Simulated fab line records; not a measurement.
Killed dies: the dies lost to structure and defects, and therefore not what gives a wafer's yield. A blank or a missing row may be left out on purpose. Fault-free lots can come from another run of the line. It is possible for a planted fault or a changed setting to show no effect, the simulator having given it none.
The tool behind it: which one?	flow gf180mcu	36 wafers from 12 lots sampled at 6 of the route's 602 steps

WHAT THE GAUGES READ, wafer by wafer
GF_HV_LDD_CD_MEAS_31: target cd 400 nm. Usual: cd_nm 399.3 nm, standard deviation 2.2.
lot	measured	on	cd_nm (nm)	flag
L808	day 11 16:11	cd_sem-02	400.0 404.1 399.9	
L809	day 11 21:10	cd_sem-02	399.9 398.4 398.0	
L810	day 12 06:20	cd_sem-01	403.5 400.4 401.8	
L811	day 12 12:26	cd_sem-02	395.7 396.5 396.6	
L812	day 12 22:31	cd_sem-02	400.9 398.6 399.1	
L817	day 14 18:03	cd_sem-02	396.6 401.3 398.1	
L819	day 15 07:38	cd_sem-01	396.8 398.1 399.7	
L825	day 17 09:28	cd_sem-01	398.5 398.0 399.1	
L826	day 17 16:26	cd_sem-02	395.9 397.6 396.3	
L827	day 17 23:59	cd_sem-01	404.8 403.2 402.8	
L830	day 18 20:53	cd_sem-01	401.0 400.4 399.4	
L831	day 19 09:07	cd_sem-01	400.7 399.6 399.8	

GF_HV_LDD_THK_MEAS_55. Usual: HV_LDD_CVD_54_THK 9.95 nm, standard deviation 0.14.
lot	measured	on	HV_LDD_CVD_54_THK (nm)	flag
L808	day 12 14:08	film_metro-01	10.07 10.04 9.98	
L809	day 12 19:16	film_metro-04	9.91 9.97 9.91	
L810	day 13 04:50	film_metro-02	10.26 10.26 10.22	
L811	day 13 10:32	film_metro-04	10.10 9.83 10.04	
L812	day 13 21:45	film_metro-04	10.27 10.24 10.29	
L817	day 15 17:58	film_metro-04	10.00 9.78 9.91	
L819	day 16 08:02	film_metro-01	9.88 9.87 9.84	
L825	day 18 11:40	film_metro-02	9.89 9.97 9.81	
L826	day 18 18:29	film_metro-04	9.68 9.69 9.62	
L827	day 19 02:01	film_metro-01	10.01 9.85 9.92	
L830	day 19 23:58	film_metro-02	9.93 9.98 9.86	
L831	day 20 12:22	film_metro-02	10.14 10.05 9.94	

GF_HV_LDD_THK_MEAS_57. Usual: HV_LDD_CVD_56_THK 89.8 nm, standard deviation 0.96.
lot	measured	on	HV_LDD_CVD_56_THK (nm)	flag
L808	day 12 15:37	film_metro-01	90.0 89.6 89.6	
L809	day 12 20:44	film_metro-01	90.1 91.2 90.6	
L810	day 13 06:57	film_metro-04	89.8 89.8 89.9	
L811	day 13 12:01	film_metro-04	91.0 92.0 91.8	
L812	day 13 23:58	film_metro-01	89.4 89.8 89.2	
L817	day 15 19:26	film_metro-01	89.5 90.6 89.5	
L819	day 16 09:31	film_metro-04	89.0 89.5 89.3	
L825	day 18 13:10	film_metro-02	90.8 90.9 90.6	
L826	day 18 19:58	film_metro-01	89.2 89.3 88.8	
L827	day 19 03:30	film_metro-04	88.8 88.7 88.7	
L830	day 20 01:27	film_metro-04	90.1 89.8 90.2	
L831	day 20 13:52	film_metro-04	91.0 90.6 90.1	

GF_PSD_RS_MEAS_14: uses a four-point probe to measure. Usual: NSD_RS 46.18 ohm/sq, standard deviation 0.096.
lot	measured	on	NSD_RS (ohm/sq)	flag
L808	day 14 08:48	film_metro-03	46.32 46.36 46.40	
L809	day 14 14:43	film_metro-01	46.28 46.31 46.34	
L810	day 15 01:17	film_metro-01	46.13 46.11 46.06	
L811	day 15 05:58	film_metro-01	46.22 46.29 46.22	
L812	day 15 18:25	film_metro-01	46.27 46.07 46.18	
L817	day 17 17:37	film_metro-04	46.14 46.08 46.09	
L819	day 18 09:25	film_metro-03	46.20 46.29 46.12	
L825	day 20 15:34	film_metro-03	44.72 44.87 44.80	OFF
L826	day 20 21:19	film_metro-03	46.19 46.12 46.18	
L827	day 21 04:04	film_metro-04	45.11 45.04 44.93	OFF
L830	day 22 02:39	film_metro-04	46.30 46.18 46.35	
L831	day 22 14:56	film_metro-03	46.18 46.30 46.20	

WHICH TOOL RAN EACH LOT (tool, then ch and the chambers of the sampled wafers, then the start)
lot	GF_NSD_IMPLANT_09	GF_NSD_STRIP_11
L808	implanter-02 ch 0, day 13 12:38	plasma_asher-01 ch 0,1, day 13 12:56
L809	implanter-02 ch 0, day 13 17:02	plasma_asher-04 ch 0,1, day 13 17:20
L810	implanter-01 ch 0, day 14 03:37	plasma_asher-02 ch 0,1, day 14 03:53
L811	implanter-01 ch 0, day 14 07:41	plasma_asher-04 ch 1, day 14 07:59
L812	implanter-02 ch 0, day 14 20:23	plasma_asher-04 ch 0,1, day 14 20:40
L817	implanter-01 ch 0, day 16 18:08	plasma_asher-02 ch 0,1, day 16 18:24
L819	implanter-03 ch 0, day 17 08:37	plasma_asher-02 ch 0,1, day 17 08:54
L825	implanter-02 ch 0, day 19 14:05	plasma_asher-04 ch 0,1, day 19 14:23
L826	implanter-03 ch 0, day 19 20:12	plasma_asher-04 ch 0,1, day 19 20:29
L827	implanter-02 ch 0, day 20 03:03	plasma_asher-01 ch 0,1, day 20 03:19
L830	implanter-01 ch 0, day 21 01:34	plasma_asher-01 ch 1, day 21 01:52
L831	implanter-03 ch 0, day 21 14:08	plasma_asher-04 ch 0,1, day 21 14:26
- GF_NSD_IMPLANT_09
- GF_NSD_STRIP_11: strips in O2/N2.

WHAT THE TOOLS THEMSELVES READ (means of the sampled wafers that have a number; where no wafer has one, the mark that the record gives instead)
GF_NSD_IMPLANT_09. Usual: beam_on_s 16.9 s, standard deviation 0.75; dose_ions_cm2 4.001e+15, standard deviation 3.8e+12.
lot	tool	beam_on_s (s)	dose_ions_cm2	flag
L808	implanter-02	17.4	4.000e+15	
L809	implanter-02	17.6	4.001e+15	
L810	implanter-01	16.0	4.000e+15	
L811	implanter-01	15.7	3.999e+15	
L812	implanter-02	17.5	4.002e+15	
L817	implanter-01	16.0	4.003e+15	
L819	implanter-03	17.0	4.000e+15	
L825	implanter-02	21.9	5.135e+15	OFF
L826	implanter-03	17.3	3.998e+15	
L827	implanter-02	22.1	5.135e+15	OFF
L830	implanter-01	16.0	3.999e+15	
L831	implanter-03	17.4	3.998e+15	

GF_NSD_STRIP_11. Usual: drypump_motor_current_A 5.8 A, standard deviation 0.46; heater_power_w 327 W, standard deviation 31; oes_product_au 0.486 a.u., standard deviation 0.0046; strip_time_to_endpoint_s 22.96 s, standard deviation 0.038.
lot	tool	drypump_motor_current_A (A)	heater_power_w (W)	oes_product_au (a.u.)	strip_time_to_endpoint_s (s)	flag
L808	plasma_asher-01	5.6	362	0.489	22.93	
L809	plasma_asher-04	5.3	307	0.487	22.99	
L810	plasma_asher-02	6.3	325	0.485	22.96	
L811	plasma_asher-04	5.4	304	0.486	22.92	
L812	plasma_asher-04	5.2	304	0.484	22.96	
L817	plasma_asher-02	6.3	323	0.485	22.96	
L819	plasma_asher-02	6.3	324	0.484	22.98	
L825	plasma_asher-04	5.3	304	0.477	23.73	OFF
L826	plasma_asher-04	5.3	301	0.482	22.91	
L827	plasma_asher-01	5.6	362	0.474	23.69	OFF
L830	plasma_asher-01	5.5	323	0.488	22.99	
L831	plasma_asher-04	5.3	306	0.487	22.93	

THE ANSWER, worked out from the rows above alone
Rule: a lot counts as off when the mean over its wafers that have a number is more than 3 standard deviations away from the usual mean. Also off: a lot with no number at a reading for which 4 or more lots have one. The other lots that the step has rows for count as sound. The gauges are gone through in route order, then the tools' own readings, and for those a lot's mean is taken as printed above. At the first step where some lot is off, the reading lying furthest off is the one used; lots without a number count as furthest.
Off: L825, L827, seen at GF_PSD_RS_MEAS_14 (NSD_RS).
If a tool, at a process step before that reading, ran all the lots that are off and no sound lot after the first of them, it fits. Not tried: the gauges at GF_PSD_RS_MEAS_14; whatever is off there is also off at GF_NSD_IMPLANT_09, on other tools, and gauge error can't account for it. One fits: implanter-02 at GF_NSD_IMPLANT_09. Its last sound lot is L812 (day 14 20:23), its first lot that is off L825 (day 19 14:05): a fault that began between those two fits.
The tool's own readings at GF_NSD_IMPLANT_09 bear it out: on the lots that are off they differ by more than 5 times the standard deviation of the sound lots' means. beam_on_s reads 22.0 s there against 16.8 s on the sound lots; dose_ions_cm2 reads 5.135e+15 there against 4.000e+15 on the sound lots.

WHAT THE SIMULATOR PUT IN
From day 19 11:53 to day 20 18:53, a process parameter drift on implanter-02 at GF_NSD_IMPLANT_09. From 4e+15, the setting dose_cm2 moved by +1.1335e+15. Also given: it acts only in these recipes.
Struck lots among those shown: L825, L827. This agrees with what the rule above found.
